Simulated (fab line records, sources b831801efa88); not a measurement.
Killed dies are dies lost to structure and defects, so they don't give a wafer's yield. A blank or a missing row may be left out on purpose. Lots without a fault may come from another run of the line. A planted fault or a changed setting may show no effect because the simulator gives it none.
A struck lot beside a sound one | flow gf180mcu | 15 steps out of a route of 602
Sound: wafers L632.3, L632.4, L632.5. Struck: wafers L646.2, L646.5, L646.6. The cause comes at the end.
At each step with rows: each side's tool, then ch and its chambers, then its first start. Under that, the readings that differ: sound wafers | struck wafers | difference of the means | sigmas: that difference in standard deviations of wafers without a fault.
alike: readings whose means differ by less than 2 such deviations, and words and numbers that are the same on both sides. not compared: withheld readings, readings that some wafer has no value for, bounds like >300 that may hide the same value, and numbers for which the record gives no deviation and whose values overlap.
The two part at a step that has a row with sigmas, a row that says differs or no value, or rows on one side only. Numbers that don't overlap but have no deviation are shown without sigmas and don't part them. A reading that every wafer of one side lacks parts them only if that side has two wafers or more.

first, 6 steps without rows for these wafers: GF_PSD_HMDS_01 (prime time 60 s); GF_PSD_COAT_02 (resist thk 1000 nm); GF_PSD_SOFTBAKE_03 (time 60 s); GF_PSD_EXPOSE_04 (exposes mask Pplus, target cd 400 nm); GF_PSD_PEB_05; GF_PSD_DEVELOP_06 (develop time 60 s).
GF_PSD_CD_MEAS_07: target cd 400 nm.
  sound on cd_sem-02, day 14 12:30; struck on cd_sem-01, day 20 08:19
  alike: cd_nm
GF_PSD_OVL_MEAS_08:
  sound on overlay-02, day 14 12:35; struck on overlay-01, day 20 08:25
  alike: PSD_OVL
then, 1 step without rows for these wafers: GF_PSD_IMPLANT_09.
GF_PSD_STRIP_10: strips in O2/N2.
  sound on plasma_asher-01 ch 0,1, day 14 12:48; struck on plasma_asher-03 ch 0,1, day 20 08:36
  alike: drypump_motor_current_A, heater_power_w, oes_product_au, strip_time_to_endpoint_s
  not compared: rf_hours_counter_h
GF_PSD_TW_MEAS_11:
  sound on film_metro-04, day 14 12:53; struck on film_metro-04, day 20 08:43
  alike: PSD_TW
then, 1 step without rows for these wafers: GF_PSD_CLEAN_12 (cleans in SC1/SC2, time 150 s).
GF_PSD_RTA_13: time 20 s.
  sound on rtp_anneal-02 ch 0, day 14 13:00; struck on rtp_anneal-02 ch 0, day 20 08:50
  reading            | sound                | struck            | difference | sigmas
  lamp_power_pct (%) | 34.6 34.6 34.6       | 31.4 31.4 31.3    | -3.2       | -10
  wafer_temp_C_max   | 1028.8 1029.9 1028.3 | 991.7 992.7 991.5 | -37.0      | -47
GF_PSD_RS_MEAS_14: measures by four-point-probe.
  sound on film_metro-02, day 14 13:09; struck on film_metro-03, day 20 09:12
  reading         | sound             | struck            | difference | sigmas
  NSD_RS (ohm/sq) | 46.15 46.18 46.08 | 50.75 50.84 50.85 | +4.68      | +56
  not compared: hold
GF_PASSIVATION_PROBE_99:
  the record has rows for the sound wafers here (prober-01, day 32 01:34) and none for the struck ones

WHERE THEY PART
First at GF_PSD_RTA_13; last, within this record, at GF_PASSIVATION_PROBE_99.

WHY: what the simulator had put in
Process parameter drift: rtp_anneal-02, from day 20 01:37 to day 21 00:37, at GF_PSD_RTA_13. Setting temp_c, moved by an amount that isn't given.
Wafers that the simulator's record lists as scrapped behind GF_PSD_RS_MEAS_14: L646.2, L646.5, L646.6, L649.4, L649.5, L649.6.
